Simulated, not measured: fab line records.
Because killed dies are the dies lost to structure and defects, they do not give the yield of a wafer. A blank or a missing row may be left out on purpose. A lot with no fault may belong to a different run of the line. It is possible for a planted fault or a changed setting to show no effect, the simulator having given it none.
2 desks, one fault ; flow gf180mcu ; each desk holds nothing but its own numbers, with what lay behind them at the end

AT THE METROLOGY DESK
What the gauges read for every lot (on any tool): the sampled wafers with a number, averaged. The brackets show how far a lot's mean lies from the usual mean; more than 4 standard deviations puts the lot out of limits, marked OUT.
Columns: A = STI_CVD_03_THK at GF_STI_THK_MEAS_04, usual 208.6 nm; B = VT_IMPLANT_OVL at GF_VT_IMPLANT_OVL_MEAS_07, usual -0.8 nm; C = POLY_GATE_CVD_00_THK at GF_POLY_GATE_THK_MEAS_01, usual 200.7 nm; D = cd_nm at GF_SAB_CD_MEAS_09, usual 420.8 nm
lot;first seen here;A;B;C;D
L499;day 1 19:39;209.5;-1.6;199.3;422.1
L498;day 1 19:40;208.8;-0.4;203.5;422.1
L500;day 2 03:47;208.5;-1.9;197.7;421.3
L501;day 2 09:34;209.7;-0.3;199.6;419.5
L502;day 2 11:32;207.8;1.4;201.1;422.0
L503;day 2 15:50;222.8 (+7.9) OUT;-0.8;202.8;418.8
L507;day 3 12:23;230.3 (+12) OUT;-1.1;198.5;420.7
L515;day 5 02:59;208.6;-1.8;200.0;423.7
L516;day 5 07:34;209.3;-1.4;203.4;422.6
L517;day 5 12:47;210.7;-0.2;199.3;423.2
L518;day 5 17:34;205.6;-0.4;202.4;421.0
L520;day 6 04:17;207.7;-1.8;201.5;419.8
Per this desk, out of limits: L503, L507; the first was L503, day 2 15:50 (STI_CVD_03_THK at GF_STI_THK_MEAS_04). L499, L498, L500, L501, L502, L515, L516, L517, L518, L520: within limits.

TOOL OWNER'S DESK, lpcvd-02
The tool's own readings at GF_STI_CVD_03 (deposits Si3N4 from DCS/NH3, target thk 207.16 nm, time 3551 s): means of the sampled wafers that have a number, for each lot that ran on this tool. The brackets show how far a lot's mean lies from the usual mean; more than 4 standard deviations puts the lot out of limits, marked OUT.
Columns: A = spike_tc_centre_C at GF_STI_CVD_03, usual 771.3 C; B = zone_power_centre_pct at GF_STI_CVD_03, usual 12.2 %; C = zone_power_lower_pct at GF_STI_CVD_03, usual 12.7 %; D = zone_power_upper_pct at GF_STI_CVD_03, usual 12.8 %
lot;first seen here;A;B;C;D
L498;day 1 17:40;770.2;15.7;12.1;11.9
L499;day 1 17:40;769.9;12.4;11.0;12.7
L501;day 2 06:35;771.5;12.4;11.1;12.7
L502;day 2 09:34;771.0;12.3;11.0;12.7
L503;day 2 13:50;791.7 (+12) OUT;22.0 (+4.9) OUT;9.5;9.3 (-4.5) OUT
L507;day 3 09:25;792.0 (+12) OUT;21.9 (+4.8) OUT;9.6;9.2 (-4.6) OUT
This desk's verdict: out of limits on L503, L507, starting with L503 at day 2 13:50 (spike_tc_centre_C at GF_STI_CVD_03). L498, L499, L501, L502: within limits.

TAKEN TOGETHER
At day 2 13:50, on L503, L507, the tool owner's desk was in a position to raise an alarm.
At day 2 15:50 the metrology desk could have sounded an alarm, on L503, L507.
Every lot named ran GF_STI_CVD_03 on lpcvd-02.

WHAT THE SIMULATOR PUT IN
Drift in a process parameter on lpcvd-02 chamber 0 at GF_STI_CVD_03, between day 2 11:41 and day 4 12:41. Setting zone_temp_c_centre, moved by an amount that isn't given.
Lots struck among those shown: L503, L507.
Fault start to first reading out of limits, in hours, per desk: tool owner, 2; metrology, 4.
